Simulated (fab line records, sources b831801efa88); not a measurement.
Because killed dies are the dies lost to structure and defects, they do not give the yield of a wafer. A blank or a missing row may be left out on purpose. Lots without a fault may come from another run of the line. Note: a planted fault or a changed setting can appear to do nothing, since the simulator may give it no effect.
Which tool did it? | flow sfqLine | 42 wafers sampled from 14 lots at 1 step of a route of 325

WHAT THE GAUGES SHOWED, per wafer
The record lacks any reading of a measuring or inspecting step that a usual standard deviation could be used to judge.

TOOL THAT RAN EACH LOT (tool first, then ch and the chambers of the sampled wafers, then the start)
lot  | SFQ_TRILAYER_A5B_DEP_PECVD_129
L841 | pecvd-03 ch 1,2, day 55 01:59
L843 | pecvd-01 ch 1,2, day 58 03:26
L845 | pecvd-03 ch 0,2, day 58 16:16
L846 | pecvd-01 ch 0,1,2, day 58 21:03
L847 | pecvd-01 ch 0,1,2, day 61 00:54
L848 | pecvd-04 ch 0,2, day 61 03:18
L849 | pecvd-01 ch 0,1, day 61 05:42
L850 | pecvd-03 ch 1,2, day 61 06:54
L851 | pecvd-04 ch 0,1,2, day 61 10:38
L853 | pecvd-03 ch 0,1,2, day 61 14:13
L855 | pecvd-03 ch 1,2, day 61 20:13
L859 | pecvd-01 ch 0,1, day 62 05:49
L860 | pecvd-03 ch 0,1, day 62 08:13
L861 | pecvd-01 ch 1,2, day 62 09:25
- SFQ_TRILAYER_A5B_DEP_PECVD_129: deposits SiO2 from SiH4/N2O, time 133.33 s, target thk 600 nm.

WHAT THE TOOLS THEMSELVES READ (means of the sampled wafers that have a number; where no wafer has one, the mark that the record gives instead)
SFQ_TRILAYER_A5B_DEP_PECVD_129.
lot  | tool     | heaterPowerW (W) | runLengthS (s) | throttleValvePct (%)
L841 | pecvd-03 | 94               | 160.9          | 26.5
L843 | pecvd-01 | 79               | 161.4          | 26.3
L845 | pecvd-03 | 108              | 161.2          | 22.5
L846 | pecvd-01 | 85               | 161.6          | 25.4
L847 | pecvd-01 | 86               | 161.3          | 25.5
L848 | pecvd-04 | 108              | 161.3          | 24.3
L849 | pecvd-01 | 88               | 162.1          | 24.4
L850 | pecvd-03 | 97               | 161.5          | 23.2
L851 | pecvd-04 | 114              | 161.1          | 24.1
L853 | pecvd-03 | 95               | 160.8          | 23.5
L855 | pecvd-03 | 101              | 165.1          | 23.0
L859 | pecvd-01 | 83               | 162.1          | 24.3
L860 | pecvd-03 | 83               | 163.9          | 23.9
L861 | pecvd-01 | 77               | 161.4          | 25.2

THE ANSWER, worked out from the rows above alone
Rule: usual is defined by the lots themselves. The widest of any qualifying gaps counts: lots, ordered by their means at a reading, are off when they make up no more than a third of the lots, leave a main group of 4 or more, and stand apart from it by 3 or more times the standard deviation of that group's means. If all means in a main group match to the digits the tables above print for the reading, that group is not used. A lot without any number at a reading at which 4 lots or more have one is off too. All remaining lots with rows at the step are treated as sound. The gauges are gone through in route order, then the tools' own readings, and for those a lot's mean is taken as printed above. At the first step where some lot is off, the reading lying furthest off is the one used; lots without a number count as furthest.
Off, at SFQ_TRILAYER_A5B_DEP_PECVD_129 on runLengthS: L855, L860. Mean 161.4 s and standard deviation 0.39 in the main group.
A tool fits if, at that step or a process step before it, it ran every lot that is off, and no sound lot after the first of them. One fits: SFQ_TRILAYER_A5B_DEP_PECVD_129 on pecvd-03. Its last sound lot is L853 (day 61 14:13), its first lot that is off L855 (day 61 20:13): a fault that began between those two fits.
The tool's own readings at SFQ_TRILAYER_A5B_DEP_PECVD_129 bear it out: on the lots that are off they differ by more than 5 times the standard deviation of the sound lots' means. runLengthS reads 164.5 s there against 161.4 s on the sound lots.

WHAT THE SIMULATOR PUT IN
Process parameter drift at SFQ_TRILAYER_A5B_DEP_PECVD_129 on pecvd-03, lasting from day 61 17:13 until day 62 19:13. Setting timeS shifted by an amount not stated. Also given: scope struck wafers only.
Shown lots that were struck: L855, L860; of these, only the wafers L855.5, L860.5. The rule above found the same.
